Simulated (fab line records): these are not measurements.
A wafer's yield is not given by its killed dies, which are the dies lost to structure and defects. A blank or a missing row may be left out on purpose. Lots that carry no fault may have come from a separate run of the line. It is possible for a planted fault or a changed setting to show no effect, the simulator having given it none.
2 desks looking at one fault -- flow gf180mcu -- only its own numbers are on each desk; what lay behind them is given at the end

== THE TOOL OWNER'S DESK: pecvd-03 ==
The tool's own readings at GF_PASSIVATION_CVD_00 (deposits SiO2 from TEOS, target thk 1000 nm, time 111.95 s): means of the sampled wafers that have a number, for each lot that ran on this tool. A lot is out of limits, marked OUT, if its mean lies more than 4 standard deviations from the usual mean; the brackets give that distance.
Columns: A = heater_power_w at GF_PASSIVATION_CVD_00, usual 701 W; B = rf_fwd_power_W at GF_PASSIVATION_CVD_00, usual 596.9 W; C = susceptor_temp_C at GF_PASSIVATION_CVD_00, usual 400.01 C
lot,first seen here,A,B,C
L644,day 29 19:16,676,598.4,400.13
L647,day 30 10:35,712,597.1,399.92
L652,day 32 00:09,750,597.0,399.96
L660,day 33 20:35,695,598.3,400.00
L661,day 34 01:07,738,596.8,400.19
This desk found nothing out of limits on any of the 5 lots.

== METROLOGY DESK ==
What the gauges read, lot by lot, whatever tool the lot ran on: means of the sampled wafers that have a number. A lot is out of limits, marked OUT, if its mean lies more than 4 standard deviations from the usual mean; the brackets give that distance.
Columns: A = PASSIVATION_CVD_00_THK at GF_PASSIVATION_THK_MEAS_01, usual 1000 nm
lot,first seen here,A
L641,day 28 17:46,986
L642,day 28 23:53,991
L644,day 29 19:21,1014
L647,day 30 10:40,1006
L648,day 30 20:37,997
L649,day 31 04:24,1010
L650,day 31 09:29,1013
L651,day 31 19:02,991
L652,day 32 00:13,996
L660,day 33 20:42,783 (-17) OUT
L661,day 34 01:11,571 (-33) OUT
L664,day 34 16:53,994
This desk finds L660, L661 out of limits, with the earliest case on L660 at day 33 20:42 (PASSIVATION_CVD_00_THK at GF_PASSIVATION_THK_MEAS_01). In limits: L641, L642, L644, L647, L648, L649, L650, L651, L652, L664.

== ALL TOGETHER ==
Metrology desk: alarm possible at day 33 20:42 on L660, L661.
The desk of the tool owner found nothing out of limits.
On record at the tool owner's desk: L660, L661, within its limits.
Every lot named ran GF_PASSIVATION_CVD_00 on pecvd-03.

== WHAT HAD BEEN PUT IN BY THE SIMULATOR ==
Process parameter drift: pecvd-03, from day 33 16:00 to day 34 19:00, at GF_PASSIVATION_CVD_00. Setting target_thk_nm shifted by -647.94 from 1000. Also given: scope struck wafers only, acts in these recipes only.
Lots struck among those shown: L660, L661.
Time in hours between the start of the fault and the first out-of-limits reading at each desk: metrology desk, 5.
